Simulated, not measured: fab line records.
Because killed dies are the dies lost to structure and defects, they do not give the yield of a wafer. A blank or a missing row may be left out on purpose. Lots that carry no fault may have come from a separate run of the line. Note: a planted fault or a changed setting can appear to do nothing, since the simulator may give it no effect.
fab line records ; flow gf180mcu ; part 2 of 2: steps 31 to 40 of 40
record lots=5; wafers=15; lastDay=32
route steps=602 shown HV_LDD@227 NSD@235 PSD@248 SAB@264
lots that met no fault: from a run of the same line without faults
startH: the number of hours between the record's first day and the start of the first shown wafer of the lot ; waitH: hours since the lot's step before ; " repeats the value in the row above ; L1.1+2: a single row standing in for several wafers ; - no value present, or no start provided ; * or withheld: withheld ; < > ~ a bound
route shown NAME@n: NAME is a module with steps in the file, n the number in the route of the first one ; usual: mean/standard deviation taken from wafers without a fault ; same: alike in all rows ; chamber/n: place in a boat ; sites: the reading at each site ; _std_site: the values' standard deviation ; _edge_site: outer sites' mean less inner sites' ; radiusMm: for every site, how far away it sits from the centre of the wafer ; mask NAME#n: copy n ; behind: the most recent tool/chamber to have shaped the wafer ; hold: what put the lot on hold/how long, in hours/how the hold closed ; device: whichever transistor did not switch (one of n, p or np) ; end of line: at the end of the route, the tests of the same wafers ; step lacking rows: just its recipe ; killed: at the first sort, the dies lost to defects and structure; wafer yield is something else ; map: dies across one wafer; x = killed, . = not, _ = none there
set.NAME: the setting the step ran with; set.NAME@STEP: the setting that earlier step ran with ; model.NAME: the simulator's own value behind a step, which no gauge read
lots at selected steps of the route; one table per step, one row per wafer
services: when a tool's chamber went out of use (startH, in hours from the record's first day, below 0 if earlier), for how many hours, and the reason
## steps
# step GF_PSD_IMPLANT_09
# recipe species=BF2; energyKev=40; doseCm2=1.5e+15; tiltDeg=7
# usual beamEnergyKeV=40.002/0.013
lot.wafer;tool;chamber;startH;waitH;beamEnergyKeV
L074.2;implanter-04;0;320.55;0.0;40.010
L074.3;implanter-04;0;320.55;0.0;40.012
L074.5;implanter-04;0;320.55;0.0;40.024
L079.1;implanter-04;0;354.78;0.0;39.978
L079.3;implanter-04;0;354.78;0.0;39.990
L079.4;implanter-04;0;354.78;0.0;39.996
L085.3;implanter-03;0;400.63;0.1;40.009
L085.5;implanter-03;0;400.63;0.1;39.992
L085.6;implanter-03;0;400.63;0.1;39.992
L088.1;implanter-03;0;431.33;0.0;39.978
L088.5;implanter-03;0;431.33;0.0;39.983
L088.6;implanter-03;0;431.33;0.0;39.980
L090.2;implanter-02;0;444.66;0.0;39.997
L090.3;implanter-02;0;444.66;0.0;39.979
L090.6;implanter-02;0;444.66;0.0;40.006
# step GF_PSD_STRIP_10
# recipe chemistry=O2/N2; powerW=1400; pressureMtorr=1500; platenTempC=250; o2FlowSccm=3000; n2FlowSccm=300; overashFraction=0.5
# usual drypumpMotorCurrentA=5.7/0.47; heaterPowerW=367/60; oesProductAu=0.592/0.005; stripTimeToEndpointS=16.54/0.039
lot.wafer;tool;chamber;startH;waitH;drypumpMotorCurrentA;heaterPowerW;oesProductAu;rfHoursCounterH;stripTimeToEndpointS
L074.2;plasmaAsher-02;1;320.68;0.1;4.9;346;0.591;23;16.58
L074.3;plasmaAsher-02;1;320.68;0.1;4.9;339;0.605;-;16.62
L074.5;plasmaAsher-02;1;320.68;0.1;4.9;339;0.593;-;16.60
L079.1;plasmaAsher-03;1;354.93;0.1;5.8;317;0.595;60;16.56
L079.3;plasmaAsher-03;1;354.93;0.1;5.7;321;0.587;-;16.57
L079.4;plasmaAsher-03;0;354.93;0.1;6.2;352;0.593;-;16.53
L085.3;plasmaAsher-02;0;400.76;0.1;6.0;476;0.600;-;16.54
L085.5;plasmaAsher-02;1;400.76;0.1;4.9;344;0.590;-;16.47
L085.6;plasmaAsher-02;0;400.76;0.1;6.0;473;0.583;-;16.48
L088.1;plasmaAsher-03;0;431.48;0.1;6.3;348;0.600;70;16.51
L088.5;plasmaAsher-03;1;431.48;0.1;5.8;328;0.591;-;16.52
L088.6;plasmaAsher-03;0;431.48;0.1;6.2;355;0.601;-;16.50
L090.2;plasmaAsher-02;0;444.78;0.1;6.0;468;0.590;39;16.45
L090.3;plasmaAsher-02;0;444.78;0.1;6.0;476;0.592;-;16.46
L090.6;plasmaAsher-02;0;444.78;0.1;6.0;470;0.593;-;16.48
# step GF_PSD_TW_MEAS_11
# usual PSD_TW=3177/22
lot.wafer;tool;chamber;startH;waitH;PSD_TW
L074.2;filmMetro-01;-;320.79;0.1;3170
L074.3;filmMetro-01;-;320.79;0.1;3151
L074.5;filmMetro-01;-;320.79;0.1;3159
L079.1;filmMetro-01;-;355.03;0.1;3181
L079.3;filmMetro-01;-;355.03;0.1;3173
L079.4;filmMetro-01;-;355.03;0.1;3177
L085.3;filmMetro-01;-;400.85;0.1;3137
L085.5;filmMetro-01;-;400.85;0.1;3154
L085.6;filmMetro-01;-;400.85;0.1;3152
L088.1;filmMetro-02;-;431.58;0.1;3162
L088.5;filmMetro-02;-;431.58;0.1;3159
L088.6;filmMetro-02;-;431.58;0.1;3160
L090.2;filmMetro-03;-;444.89;0.1;3221
L090.3;filmMetro-03;-;444.89;0.1;3208
L090.6;filmMetro-03;-;444.89;0.1;3213
# step GF_PSD_CLEAN_12
# recipe chemistry=SC1/SC2; mix=1:4:20; tempC=70; timeS=152; dry=n2Spin
lot.wafer;tool;chamber;startH;waitH
L074.2+3+5;wetBench-03;3;320.84;0.0
L079.1+3+4;wetBench-02;3;355.09;0.1
L085.3+5+6;wetBench-03;1;400.89;0.0
L088.1+5+6;wetBench-01;3;431.64;0.1
L090.2+3+6;wetBench-02;0;444.94;0.0
# step GF_PSD_RTA_13
# recipe tempC=1025; timeS=20; ambient=N2
# usual lampPowerPct=32.8/1.1; wafer_temp_C_max=1032.2/1.8
lot.wafer;tool;chamber;startH;waitH;lampPowerPct;wafer_temp_C_max
L074.2;rtpAnneal-02;0;320.90;0.0;32.2;1035.6
L074.3;rtpAnneal-02;0;320.90;0.0;32.1;1031.9
L074.5;rtpAnneal-02;0;320.90;0.0;32.2;1032.7
L079.1;rtpAnneal-01;0;355.14;0.0;34.5;1030.1
L079.3;rtpAnneal-01;0;355.14;0.0;34.5;1030.5
L079.4;rtpAnneal-01;0;355.14;0.0;34.5;1032.0
L085.3;rtpAnneal-01;0;400.97;0.0;34.5;1029.5
L085.5;rtpAnneal-01;0;400.97;0.0;34.5;1029.7
L085.6;rtpAnneal-01;0;400.97;0.0;34.5;1033.2
L088.1;rtpAnneal-02;0;431.69;0.0;32.1;1031.6
L088.5;rtpAnneal-02;0;431.69;0.0;32.1;1031.5
L088.6;rtpAnneal-02;0;431.69;0.0;32.1;1033.1
L090.2;rtpAnneal-01;0;445.01;0.0;34.5;1029.3
L090.3;rtpAnneal-01;0;445.01;0.0;34.5;1029.7
L090.6;rtpAnneal-01;0;445.01;0.0;34.4;1031.2
# step GF_PSD_RS_MEAS_14
# recipe thkMeasGauge=four-point-probe
# usual NSD_RS=46.18/0.11
lot.wafer;tool;chamber;startH;waitH;NSD_RS[ohm/sq]
L074.2;filmMetro-03;-;320.99;0.1;46.20
L074.3;filmMetro-03;-;320.99;0.1;46.19
L074.5;filmMetro-03;-;320.99;0.1;46.11
L079.1;filmMetro-03;-;355.22;0.1;46.30
L079.3;filmMetro-03;-;355.22;0.1;46.21
L079.4;filmMetro-03;-;355.22;0.1;46.22
L085.3;filmMetro-02;-;401.07;0.1;46.08
L085.5;filmMetro-02;-;401.07;0.1;46.12
L085.6;filmMetro-02;-;401.07;0.1;46.09
L088.1;filmMetro-01;-;431.78;0.1;46.32
L088.5;filmMetro-01;-;431.78;0.1;46.32
L088.6;filmMetro-01;-;431.78;0.1;46.17
L090.2;filmMetro-03;-;445.10;0.1;46.27
L090.3;filmMetro-03;-;445.10;0.1;46.33
L090.6;filmMetro-03;-;445.10;0.1;46.30
# step GF_PSD_RS_MEAS_15
# recipe thkMeasGauge=four-point-probe
# usual PSD_RS=108.63/0.3
lot.wafer;tool;chamber;startH;waitH;PSD_RS[ohm/sq]
L074.2;filmMetro-03;-;321.11;0.1;108.48
L074.3;filmMetro-03;-;321.11;0.1;108.53
L074.5;filmMetro-03;-;321.11;0.1;108.83
L079.1;filmMetro-03;-;355.34;0.1;108.42
L079.3;filmMetro-03;-;355.34;0.1;108.74
L079.4;filmMetro-03;-;355.34;0.1;108.95
L085.3;filmMetro-02;-;401.19;0.1;108.34
L085.5;filmMetro-02;-;401.19;0.1;108.77
L085.6;filmMetro-02;-;401.19;0.1;108.64
L088.1;filmMetro-01;-;431.90;0.1;108.44
L088.5;filmMetro-01;-;431.90;0.1;108.75
L088.6;filmMetro-01;-;431.90;0.1;108.75
L090.2;filmMetro-03;-;445.22;0.1;108.95
L090.3;filmMetro-03;-;445.22;0.1;108.98
L090.6;filmMetro-03;-;445.22;0.1;109.12
# step GF_SAB_CVD_00
# recipe material=SiO2; targetThkNm=50; precursor=TEOS; tempC=400; timeS=4.9302; rfW=600
# usual heaterPowerW=670/88
lot.wafer;tool;chamber;startH;waitH;heaterPowerW
L074.2;pecvd-03;1;321.21;0.1;683
L074.3;pecvd-03;2;321.21;0.1;530
L074.5;pecvd-03;2;321.21;0.1;524
L079.1;pecvd-03;1;355.46;0.1;557
L079.3;pecvd-03;0;355.46;0.1;612
L079.4;pecvd-03;2;355.46;0.1;564
L085.3;pecvd-01;0;401.27;0.1;694
L085.5;pecvd-01;1;401.27;0.1;696
L085.6;pecvd-01;2;401.27;0.1;671
L088.1;pecvd-01;0;432.02;0.1;761
L088.5;pecvd-01;0;432.02;0.1;769
L088.6;pecvd-01;1;432.02;0.1;560
L090.2;pecvd-03;1;445.32;0.1;691
L090.3;pecvd-03;2;445.32;0.1;570
L090.6;pecvd-03;2;445.32;0.1;568
# step GF_SAB_THK_MEAS_01
# recipe reads=SiO2_of_SAB_CVD_00
# usual SAB_CVD_00_THK=50.1/0.62
lot.wafer;tool;chamber;startH;waitH;SAB_CVD_00_THK[nm]
L074.2;filmMetro-02;-;321.24;0.0;50.1
L074.3;filmMetro-02;-;321.24;0.0;50.0
L074.5;filmMetro-02;-;321.24;0.0;50.7
L079.1;filmMetro-01;-;355.48;0.0;49.3
L079.3;filmMetro-01;-;355.48;0.0;49.1
L079.4;filmMetro-01;-;355.48;0.0;49.7
L085.3;filmMetro-02;-;401.30;0.0;50.1
L085.5;filmMetro-02;-;401.30;0.0;50.9
L085.6;filmMetro-02;-;401.30;0.0;50.8
L088.1;filmMetro-04;-;432.04;0.0;49.5
L088.5;filmMetro-04;-;432.04;0.0;50.0
L088.6;filmMetro-04;-;432.04;0.0;50.0
L090.2;filmMetro-02;-;445.35;0.0;49.6
L090.3;filmMetro-02;-;445.35;0.0;50.2
L090.6;filmMetro-02;-;445.35;0.0;50.5
# step GF_SAB_DEHYDRATE_02
# recipe tempC=200; timeS=60
# usual plateTempC=199.96/0.16
lot.wafer;tool;chamber;startH;waitH;plateTempC
L074.2;lithoTrack-02;0;330.90;9.7;199.90
L074.3;lithoTrack-02;0;330.90;9.7;199.91
L074.5;lithoTrack-02;0;330.90;9.7;200.10
L079.1;lithoTrack-03;0;366.25;10.8;200.35
L079.3;lithoTrack-03;0;366.25;10.8;199.95
L079.4;lithoTrack-03;0;366.25;10.8;200.14
L085.3;lithoTrack-04;0;412.62;11.3;200.02
L085.5;lithoTrack-04;0;412.62;11.3;199.82
L085.6;lithoTrack-04;0;412.62;11.3;200.19
L088.1;lithoTrack-03;0;443.50;11.5;199.81
L088.5;lithoTrack-03;0;443.50;11.5;199.65
L088.6;lithoTrack-03;0;443.50;11.5;200.04
L090.2;lithoTrack-03;0;456.47;11.1;199.85
L090.3;lithoTrack-03;0;456.47;11.1;199.74
L090.6;lithoTrack-03;0;456.47;11.1;199.92
## services
tool;chamber;startH;hours;kind
pecvd-03;-;246.33;14.6;pm
implanter-04;-;248.43;2.9;repair
rieDiel-03;3;248.47;23.7;repair
plasmaAsher-03;-;248.97;2.0;repair
lpcvd-02;-;249.56;28.1;pm
ilineStepper-01;-;254.74;4.4;pm
rieDiel-03;3;285.18;1.6;repair
ilineStepper-01;-;311.54;14.1;repair
ilineStepper-01;-;323.05;9.0;repair
plasmaAsher-02;-;333.69;15.6;pm
rieDiel-03;0;335.74;2.8;repair
implanter-02;-;344.97;0.6;repair
implanter-02;-;351.18;4.4;repair
plasmaAsher-03;-;365.83;1.2;repair
lpcvd-01;-;368.29;0.7;repair
rieDiel-03;0;372.28;7.4;repair
ilineStepper-01;-;377.54;1.7;pm
wetBench-02;-;389.40;3.5;repair
lpcvd-02;-;390.79;1.7;repair
implanter-02;-;395.51;1.3;repair
implanter-04;-;398.52;1.4;repair
plasmaAsher-03;-;404.46;2.8;pm
implanter-02;-;405.95;3.7;repair
lpcvd-02;-;437.88;6.0;pm
